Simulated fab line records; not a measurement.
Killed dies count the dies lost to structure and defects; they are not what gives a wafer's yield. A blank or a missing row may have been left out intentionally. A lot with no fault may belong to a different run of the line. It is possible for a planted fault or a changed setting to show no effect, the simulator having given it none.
Which tool is to blame? ; flow sky130 ; Sampling: 13 lots, 39 wafers, 5 of 708 route steps

WHAT THE GAUGES READ, wafer by wafer
SKY_FIELD_ISO_BOW_MEAS_00.
lot;measured;on;INCOMING_BOW (um)
L849;day 1 20:00;film metro-01;0 3 -3
L851;day 2 06:01;film metro-01;1 4 7
L852;day 2 11:00;film metro-03;-5 7 -14
L853;day 2 16:00;film metro-03;7 -4 7
L854;day 2 21:01;film metro-04;-3 0 10
L855;day 3 02:00;film metro-01;7 -12 -12
L857;day 3 12:01;film metro-01;3 4 -7
L858;day 3 17:01;film metro-04;-5 9 4
L859;day 3 22:00;film metro-01;0 7 -1
L860;day 4 03:00;film metro-04;-10 -5 0
L865;day 5 04:02;film metro-04;5 7 5
L867;day 5 14:02;film metro-01;-5 4 1
L869;day 6 00:00;film metro-03;1 10 3

SKY_VT_ADJUST_HVTR_CD_MEAS_07: the cd target is 380 nm.
lot;measured;on;cd nm (nm)
L849;day 10 17:14;cd sem-02;378.4 380.1 381.1
L851;day 11 05:24;cd sem-02;376.5 377.1 377.3
L852;day 11 09:56;cd sem-02;379.1 383.0 379.6
L853;day 11 20:37;cd sem-02;378.6 376.3 377.7
L854;day 11 21:37;cd sem-01;379.6 379.5 381.0
L855;day 12 07:53;cd sem-02;380.5 383.2 380.3
L857;day 12 21:46;cd sem-02;377.4 376.9 376.8
L858;day 13 05:04;cd sem-01;379.5 380.3 379.3
L859;day 13 15:26;cd sem-01;377.6 379.7 377.8
L860;day 14 01:41;cd sem-02;381.6 381.8 382.2
L865;day 15 12:26;cd sem-01;374.1 367.0 371.3
L867;day 16 04:56;cd sem-01;378.6 371.2 372.8
L869;day 16 10:26;cd sem-01;376.4 377.1 377.6

SKY_VT_ADJUST_HVTR_TW_MEAS_11.
lot;measured;on;VT_ADJUST_HVTR_TW
L849;day 10 17:39;film metro-02;212.7 212.7 211.7
L851;day 11 05:47;film metro-02;213.2 211.9 212.6
L852;day 11 10:21;film metro-02;212.6 212.3 212.6
L853;day 11 21:01;film metro-01;210.7 209.8 209.6
L854;day 11 22:01;film metro-03;212.6 210.9 212.3
L855;day 12 08:18;film metro-03;211.8 212.9 212.5
L857;day 12 22:10;film metro-01;209.9 209.5 209.5
L858;day 13 05:28;film metro-02;213.6 214.5 213.7
L859;day 13 15:51;film metro-01;209.9 210.6 211.3
L860;day 14 02:06;film metro-01;209.6 209.6 209.2
L865;day 15 12:49;film metro-03;211.9 210.9 210.3
L867;day 16 05:19;film metro-02;212.2 212.8 213.1
L869;day 16 10:51;film metro-02;212.8 212.1 213.1

SKY_LDD_N_OVL_MEAS_07.
lot;measured;on;LDD_N_OVL (nm)
L849;day 19 19:40;overlay-02;0.1 0.4 -0.2
L851;day 19 23:15;overlay-01;-0.5 -1.3 -1.4
L852;day 20 06:41;overlay-01;0.7 0.6 3.0
L853;day 20 18:17;overlay-01;-1.2 -0.2 1.2
L854;day 20 17:54;overlay-01;0.0 0.5 -0.1
L855;day 21 05:16;overlay-01;-1.6 -0.6 -0.8
L857;day 22 00:42;overlay-02;1.7 0.0 1.0
L858;day 22 09:53;overlay-02;0.6 1.3 -0.4
L859;day 22 20:40;overlay-01;-1.0 -0.5 0.8
L860;day 23 05:55;overlay-02;0.2 0.5 -0.6
L865;day 24 21:53;overlay-02;-1.2 0.3 -1.1
L867;day 25 18:12;overlay-01;1.1 0.0 1.9
L869;day 26 02:35;overlay-01;-0.2 -0.8 -0.8

TOOL THAT RAN EACH LOT (tool first, then ch and the chambers of the sampled wafers, then the start)
lot;SKY_VT_ADJUST_HVTR_EXPOSE_04
L849;iline stepper-02 ch 0, day 10 05:54
L851;iline stepper-02 ch 0, day 10 18:20
L852;iline stepper-01 ch 0, day 10 22:12
L853;iline stepper-02 ch 0, day 11 07:54
L854;iline stepper-01 ch 0, day 11 09:14
L855;iline stepper-02 ch 0, day 11 20:19
L857;iline stepper-02 ch 0, day 12 08:47
L858;iline stepper-01 ch 0, day 12 16:56
L859;iline stepper-01 ch 0, day 13 03:20
L860;iline stepper-01 ch 0, day 13 12:38
L865;iline stepper-02 ch 0, day 14 23:02
L867;iline stepper-02 ch 0, day 15 15:14
L869;iline stepper-01 ch 0, day 15 20:37
- SKY_VT_ADJUST_HVTR_EXPOSE_04: exposes mask HVTRM, target cd 380 nm.

AS READ BY THE TOOLS THEMSELVES (means over the sampled wafers that have a number; for cases with no such wafer, the mark the record gives instead)
SKY_VT_ADJUST_HVTR_EXPOSE_04.
lot;tool;exposure dose mJ cm2
L849;iline stepper-02;149.92
L851;iline stepper-02;149.86
L852;iline stepper-01;149.97
L853;iline stepper-02;149.97
L854;iline stepper-01;149.93
L855;iline stepper-02;149.89
L857;iline stepper-02;150.03
L858;iline stepper-01;149.91
L859;iline stepper-01;149.86
L860;iline stepper-01;150.00
L865;iline stepper-02;150.10
L867;iline stepper-02;150.04
L869;iline stepper-01;150.03

THE ANSWER, worked out from the rows above alone
Rule: the usual values come from the lots themselves. Put in order of their means at a reading, lots are off if they are a third of the lots or fewer, leave a main group of 4 or more, and stand apart from it by a gap of 3 or more times the standard deviation of the main group's means; of several such gaps the widest counts. Not used: any main group whose means are identical at the precision the tables above print for the reading. Also off: a lot with no number at a reading for which 4 or more lots have one. Any other lot the step has rows for is counted as sound. After the gauges, taken in route order, come the tools' own readings; for these a lot's mean is taken, as printed above. At the first step where some lot is off, the reading lying furthest off is the one used; lots without a number count as furthest.
Nothing can be told from this: no lot is off at any reading shown.

WHAT THE SIMULATOR HAD INSERTED
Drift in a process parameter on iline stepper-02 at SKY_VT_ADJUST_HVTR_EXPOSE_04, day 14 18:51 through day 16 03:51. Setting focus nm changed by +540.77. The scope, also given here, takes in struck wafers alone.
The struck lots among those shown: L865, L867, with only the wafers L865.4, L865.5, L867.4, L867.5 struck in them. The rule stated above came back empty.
